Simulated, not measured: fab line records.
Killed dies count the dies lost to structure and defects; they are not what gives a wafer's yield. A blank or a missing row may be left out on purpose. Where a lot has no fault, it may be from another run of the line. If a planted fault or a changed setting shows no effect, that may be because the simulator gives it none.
Chamber matching || flow sky130 || SKY_LI_CONTACT_HDPCVD_00 on hdpcvd-02: 3 sister chambers
The step deposits PSG, target thk 930 nm, time 155 s. 14 wafers are shown with their chamber, then 7 later ones without.

## WAFERS WITH THEIR CHAMBER
{"wafer": "L294.2", "chamber": 2, "sih4-flow-sccm (sccm)": 59.81}
{"wafer": "L294.4", "chamber": 1, "sih4-flow-sccm (sccm)": 59.93}
{"wafer": "L294.5", "chamber": 2, "sih4-flow-sccm (sccm)": 60.01}
{"wafer": "L304.2", "chamber": 0, "sih4-flow-sccm (sccm)": 59.78}
{"wafer": "L304.4", "chamber": 2, "sih4-flow-sccm (sccm)": 60.18}
{"wafer": "L304.5", "chamber": 1, "sih4-flow-sccm (sccm)": 60.06}
{"wafer": "L305.2", "chamber": 0, "sih4-flow-sccm (sccm)": 59.83}
{"wafer": "L305.3", "chamber": 1, "sih4-flow-sccm (sccm)": 59.69}
{"wafer": "L305.6", "chamber": 0, "sih4-flow-sccm (sccm)": 59.90}
{"wafer": "L306.2", "chamber": 1, "sih4-flow-sccm (sccm)": 59.88}
{"wafer": "L306.3", "chamber": 2, "sih4-flow-sccm (sccm)": 59.96}
{"wafer": "L306.5", "chamber": 2, "sih4-flow-sccm (sccm)": 60.05}
{"wafer": "L310.3", "chamber": 2, "sih4-flow-sccm (sccm)": 59.51}
{"wafer": "L310.4", "chamber": 1, "sih4-flow-sccm (sccm)": 59.81}

SIGNATURES (means of the wafers above)
{"reading": "sih4-flow-sccm", "chamber 0": 59.8367, "chamber 1": 59.8740, "chamber 2": 59.9200, "scatter within a chamber": 0.18}
Rule: a wafer's distance from a chamber is the root of the sum, over the readings, of the square of ((its reading less the chamber's mean) divided by the reading's scatter). The wafer belongs to the nearest chamber; if the next one is less than 2 further off, it can't be placed. How the scatter is found: for the shown wafers, subtract from each reading the mean of its chamber, square and add these, divide the total by (wafers less chambers), then take the root.

## WAFERS WITH NO CHAMBER GIVEN
{"wafer": "L310.6", "sih4-flow-sccm (sccm)": 59.66}
{"wafer": "L311.2", "sih4-flow-sccm (sccm)": 60.09}
{"wafer": "L311.3", "sih4-flow-sccm (sccm)": 59.89}
{"wafer": "L311.5", "sih4-flow-sccm (sccm)": 59.82}
{"wafer": "L312.3", "sih4-flow-sccm (sccm)": 60.03}
{"wafer": "L312.5", "sih4-flow-sccm (sccm)": 59.78}
{"wafer": "L312.6", "sih4-flow-sccm (sccm)": 59.99}

## EACH ONE'S CHAMBER
{"wafer": "L310.6", "from the rows above": "can't be placed: 0 or 1 or 2", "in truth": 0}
{"wafer": "L311.2", "from the rows above": "can't be placed: 2 or 1 or 0", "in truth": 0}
{"wafer": "L311.3", "from the rows above": "can't be placed: 1 or 2 or 0", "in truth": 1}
{"wafer": "L311.5", "from the rows above": "can't be placed: 0 or 1 or 2", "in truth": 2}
{"wafer": "L312.3", "from the rows above": "can't be placed: 2 or 1 or 0", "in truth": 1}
{"wafer": "L312.5", "from the rows above": "can't be placed: 0 or 1 or 2", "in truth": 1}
{"wafer": "L312.6", "from the rows above": "can't be placed: 2 or 1 or 0", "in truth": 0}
Correct placement for 0 of the 7. From these rows, 7 cannot be placed; in 7 the true chamber is one of the candidates. 0 placed wrongly.
